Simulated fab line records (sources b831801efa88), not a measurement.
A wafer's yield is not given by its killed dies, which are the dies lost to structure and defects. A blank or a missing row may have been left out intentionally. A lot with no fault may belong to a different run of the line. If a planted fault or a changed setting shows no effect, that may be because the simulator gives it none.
Which tool is to blame? | flow gf180mcu | route of 602 steps, sampled at 1 step: 6 lots, 18 wafers

== WHAT THE GAUGES SHOWED, per wafer ==
GF_M3_CD_MEAS_14 targets a cd of 280 nm.
lot  | measured     | on        | cd nm (nm)
L956 | day 22 22:25 | cd sem-01 | 279.5 278.9 279.9
L958 | day 23 11:01 | cd sem-01 | 280.4 279.5 278.9
L960 | day 24 12:56 | cd sem-02 | 278.7 278.6 276.9
L962 | day 25 01:16 | cd sem-01 | 280.6 280.8 281.1
L964 | day 25 15:05 | cd sem-02 | 281.0 280.7 280.3
L974 | day 28 11:42 | cd sem-02 | 280.9 280.4 280.0

== WHICH TOOL RAN EACH LOT (tool, then ch and the chambers of the sampled wafers, then the start) ==
Before these readings, the record contains no process step.

== THE ANSWER, worked out from the rows above alone ==
Rule: the lots themselves supply what counts as usual. Put in order of their means at a reading, lots are off if they are a third of the lots or fewer, leave a main group of 4 or more, and stand apart from it by a gap of 3 or more times the standard deviation of the main group's means; of several such gaps the widest counts. Not used: any main group whose means are identical at the precision the tables above print for the reading. Also off: a lot with no number at a reading for which 4 or more lots have one. Where the step has rows for the other lots, those lots are counted as sound.
No lot is off at any reading shown: from this, nothing can be told.

== WHAT THE SIMULATOR HAD PUT IN ==
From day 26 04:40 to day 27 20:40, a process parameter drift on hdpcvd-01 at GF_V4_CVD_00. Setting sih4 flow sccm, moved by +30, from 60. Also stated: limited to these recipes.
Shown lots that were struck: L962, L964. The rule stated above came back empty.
